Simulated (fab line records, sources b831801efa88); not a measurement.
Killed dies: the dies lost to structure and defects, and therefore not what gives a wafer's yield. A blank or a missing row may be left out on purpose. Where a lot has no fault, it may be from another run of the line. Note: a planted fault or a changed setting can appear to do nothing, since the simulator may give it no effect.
Which tool is to blame? :: flow gf180mcu :: 14 lots with 42 wafers sampled at 4 steps, on a route of 602 steps

== WHAT THE GAUGES READ, wafer by wafer ==
GF_TOP_METAL_OVL_MEAS_15. Usual: TOP_METAL_OVL 0.0 nm, standard deviation 1.5.
lot: L802
measured: day 28 06:40
on: overlay-02
TOP_METAL_OVL (nm): 0.1 0.0 2.7
flag: 

lot: L803
measured: day 28 14:49
on: overlay-02
TOP_METAL_OVL (nm): 0.0 -0.6 -3.2
flag: 

lot: L804
measured: day 29 04:39
on: overlay-02
TOP_METAL_OVL (nm): 2.6 2.8 0.7
flag: 

lot: L805
measured: day 29 04:55
on: overlay-01
TOP_METAL_OVL (nm): 0.5 0.1 0.5
flag: 

lot: L806
measured: day 29 16:19
on: overlay-02
TOP_METAL_OVL (nm): -1.3 -0.3 -3.7
flag: 

lot: L808
measured: day 30 02:10
on: overlay-02
TOP_METAL_OVL (nm): 0.4 -1.7 1.0
flag: 

lot: L809
measured: day 30 13:34
on: overlay-01
TOP_METAL_OVL (nm): -1.9 -1.4 -1.1
flag: 

lot: L810
measured: day 30 15:58
on: overlay-02
TOP_METAL_OVL (nm): 0.9 1.2 0.2
flag: 

lot: L811
measured: day 31 01:04
on: overlay-02
TOP_METAL_OVL (nm): 0.5 -1.5 -0.4
flag: 

lot: L812
measured: day 31 10:13
on: overlay-01
TOP_METAL_OVL (nm): -0.3 -1.2 -2.0
flag: 

lot: L813
measured: day 31 13:44
on: overlay-01
TOP_METAL_OVL (nm): 0.8 1.7 0.4
flag: 

lot: L822
measured: day 33 21:13
on: overlay-02
TOP_METAL_OVL (nm): 1.1 1.7 0.8
flag: 

lot: L821
measured: day 33 23:01
on: overlay-02
TOP_METAL_OVL (nm): 0.2 -1.7 -2.8
flag: 

lot: L824
measured: day 34 13:10
on: overlay-02
TOP_METAL_OVL (nm): -2.0 -0.8 0.2
flag: 

GF_PASSIVATION_THK_MEAS_03. Usual: PASSIVATION_CVD_02_THK 701 nm, standard deviation 8.8.
lot: L802
measured: day 28 08:17
on: film metro-04
PASSIVATION_CVD_02_THK (nm): 692 695 705
flag: 

lot: L803
measured: day 28 15:59
on: film metro-01
PASSIVATION_CVD_02_THK (nm): 700 707 701
flag: 

lot: L804
measured: day 29 05:50
on: film metro-04
PASSIVATION_CVD_02_THK (nm): 690 698 709
flag: 

lot: L805
measured: day 29 06:06
on: film metro-04
PASSIVATION_CVD_02_THK (nm): 690 691 698
flag: 

lot: L806
measured: day 29 17:31
on: film metro-04
PASSIVATION_CVD_02_THK (nm): 690 701 700
flag: 

lot: L808
measured: day 30 03:22
on: film metro-01
PASSIVATION_CVD_02_THK (nm): 707 694 708
flag: 

lot: L809
measured: day 30 14:47
on: film metro-02
PASSIVATION_CVD_02_THK (nm): 695 705 707
flag: 

lot: L810
measured: day 30 17:10
on: film metro-02
PASSIVATION_CVD_02_THK (nm): 697 711 708
flag: 

lot: L811
measured: day 31 02:14
on: film metro-01
PASSIVATION_CVD_02_THK (nm): 695 694 706
flag: 

lot: L812
measured: day 31 11:25
on: film metro-04
PASSIVATION_CVD_02_THK (nm): 690 703 715
flag: 

lot: L813
measured: day 31 14:55
on: film metro-04
PASSIVATION_CVD_02_THK (nm): 692 699 707
flag: 

lot: L822
measured: day 33 22:27
on: film metro-01
PASSIVATION_CVD_02_THK (nm): 687 683 693
flag: 

lot: L821
measured: day 34 00:17
on: film metro-04
PASSIVATION_CVD_02_THK (nm): 682 694 690
flag: 

lot: L824
measured: day 34 14:24
on: film metro-04
PASSIVATION_CVD_02_THK (nm): 685 707 725
flag: 

GF_PASSIVATION_BOW_MEAS_14. Usual: PASSIVATION_BOW 136 um, standard deviation 12.
lot: L802
measured: day 29 05:02
on: film metro-01
PASSIVATION_BOW (um): 142 156 140
flag: 

lot: L803
measured: day 29 12:41
on: film metro-02
PASSIVATION_BOW (um): 119 115 141
flag: 

lot: L804
measured: day 30 02:11
on: film metro-02
PASSIVATION_BOW (um): 142 142 148
flag: 

lot: L805
measured: day 30 03:00
on: film metro-02
PASSIVATION_BOW (um): 137 147 153
flag: 

lot: L806
measured: day 30 13:51
on: film metro-02
PASSIVATION_BOW (um): 128 138 136
flag: 

lot: L808
measured: day 30 23:20
on: film metro-04
PASSIVATION_BOW (um): 140 150 141
flag: 

lot: L809
measured: day 31 10:34
on: film metro-02
PASSIVATION_BOW (um): 113 124 119
flag: 

lot: L810
measured: day 31 12:13
on: film metro-02
PASSIVATION_BOW (um): 144 152 134
flag: 

lot: L811
measured: day 31 21:08
on: film metro-01
PASSIVATION_BOW (um): 125 116 108
flag: 

lot: L812
measured: day 32 06:05
on: film metro-01
PASSIVATION_BOW (um): 123 133 127
flag: 

lot: L813
measured: day 32 09:53
on: film metro-01
PASSIVATION_BOW (um): 140 137 138
flag: 

lot: L822
measured: day 34 15:34
on: film metro-01
PASSIVATION_BOW (um): 144 146 150
flag: 

lot: L821
measured: day 34 17:11
on: film metro-02
PASSIVATION_BOW (um): 155 155 146
flag: 

lot: L824
measured: day 35 06:43
on: film metro-01
PASSIVATION_BOW (um): 130 127 134
flag: 

== WHAT TOOL EACH LOT RAN ON (gives the tool, then ch and the chambers of the sampled wafers, and finally the start) ==
lot: L802
GF_HV_LDD_STRIP_49: plasma asher-01 ch 0,1, day 12 10:28

lot: L803
GF_HV_LDD_STRIP_49: plasma asher-02 ch 0,1, day 12 17:39

lot: L804
GF_HV_LDD_STRIP_49: plasma asher-03 ch 0,1, day 13 02:24

lot: L805
GF_HV_LDD_STRIP_49: plasma asher-01 ch 0,1, day 13 09:16

lot: L806
GF_HV_LDD_STRIP_49: plasma asher-03 ch 0,1, day 13 19:35

lot: L808
GF_HV_LDD_STRIP_49: plasma asher-03 ch 0,1, day 14 09:48

lot: L809
GF_HV_LDD_STRIP_49: plasma asher-03 ch 0,1, day 14 18:38

lot: L810
GF_HV_LDD_STRIP_49: plasma asher-02 ch 0,1, day 15 02:08

lot: L811
GF_HV_LDD_STRIP_49: plasma asher-03 ch 0,1, day 15 08:52

lot: L812
GF_HV_LDD_STRIP_49: plasma asher-03 ch 0,1, day 15 22:16

lot: L813
GF_HV_LDD_STRIP_49: plasma asher-01 ch 0,1, day 16 03:33

lot: L822
GF_HV_LDD_STRIP_49: plasma asher-03 ch 0,1, day 19 10:36

lot: L821
GF_HV_LDD_STRIP_49: plasma asher-03 ch 0,1, day 19 13:51

lot: L824
GF_HV_LDD_STRIP_49: plasma asher-02 ch 0,1, day 20 05:58
- GF_HV_LDD_STRIP_49: strips in O2/N2.

== WHAT THE TOOLS THEMSELVES READ (means of the sampled wafers that have a number; where no wafer has one, the mark that the record gives instead) ==
GF_HV_LDD_STRIP_49. Usual: drypump motor current A 5.5 A, standard deviation 0.45; heater power w 331 W, standard deviation 23; oes product au 0.716 a.u., standard deviation 0.0049; strip time to endpoint s 12.64 s, standard deviation 0.037.
lot: L802
tool: plasma asher-01
drypump motor current A (A): 6.0
heater power w (W): 365
oes product au (a.u.): 0.720
strip time to endpoint s (s): 12.64
flag: 

lot: L803
tool: plasma asher-02
drypump motor current A (A): 5.5
heater power w (W): 319
oes product au (a.u.): 0.721
strip time to endpoint s (s): 12.58
flag: 

lot: L804
tool: plasma asher-03
drypump motor current A (A): 5.4
heater power w (W): 319
oes product au (a.u.): 0.718
strip time to endpoint s (s): 12.66
flag: 

lot: L805
tool: plasma asher-01
drypump motor current A (A): 6.0
heater power w (W): 376
oes product au (a.u.): 0.716
strip time to endpoint s (s): 12.60
flag: 

lot: L806
tool: plasma asher-03
drypump motor current A (A): 5.2
heater power w (W): 324
oes product au (a.u.): 0.721
strip time to endpoint s (s): 12.62
flag: 

lot: L808
tool: plasma asher-03
drypump motor current A (A): 5.2
heater power w (W): 323
oes product au (a.u.): 0.714
strip time to endpoint s (s): 12.60
flag: 

lot: L809
tool: plasma asher-03
drypump motor current A (A): 5.2
heater power w (W): 323
oes product au (a.u.): 0.721
strip time to endpoint s (s): 12.66
flag: 

lot: L810
tool: plasma asher-02
drypump motor current A (A): 5.6
heater power w (W): 329
oes product au (a.u.): 0.712
strip time to endpoint s (s): 12.62
flag: 

lot: L811
tool: plasma asher-03
drypump motor current A (A): 5.2
heater power w (W): 326
oes product au (a.u.): 0.717
strip time to endpoint s (s): 12.61
flag: 

lot: L812
tool: plasma asher-03
drypump motor current A (A): 5.2
heater power w (W): 327
oes product au (a.u.): 0.714
strip time to endpoint s (s): 12.64
flag: 

lot: L813
tool: plasma asher-01
drypump motor current A (A): 6.3
heater power w (W): 358
oes product au (a.u.): 0.720
strip time to endpoint s (s): 12.63
flag: 

lot: L822
tool: plasma asher-03
drypump motor current A (A): 5.4
heater power w (W): 311
oes product au (a.u.): 0.715
strip time to endpoint s (s): 12.66
flag: 

lot: L821
tool: plasma asher-03
drypump motor current A (A): 5.4
heater power w (W): 318
oes product au (a.u.): 0.718
strip time to endpoint s (s): 12.63
flag: 

lot: L824
tool: plasma asher-02
drypump motor current A (A): 5.6
heater power w (W): 328
oes product au (a.u.): 0.721
strip time to endpoint s (s): 12.61
flag: 

== THE ANSWER, worked out from the rows above alone ==
Rule: take the mean of a lot's wafers that have a number; if it is more than 3 standard deviations from the usual mean, the lot is off. Also off: a lot with no number at a reading for which 4 or more lots have one. The other lots that the step has rows for count as sound. First the gauges in route order, then the tools' own readings, where a lot's mean is used as printed above. The first step at which some lot is off is used, and at that step the reading that is off furthest; a lot without a number counts as furthest.
Nothing can be told from this: no lot is off at any reading shown.

== WHAT THE SIMULATOR HAD PUT IN ==
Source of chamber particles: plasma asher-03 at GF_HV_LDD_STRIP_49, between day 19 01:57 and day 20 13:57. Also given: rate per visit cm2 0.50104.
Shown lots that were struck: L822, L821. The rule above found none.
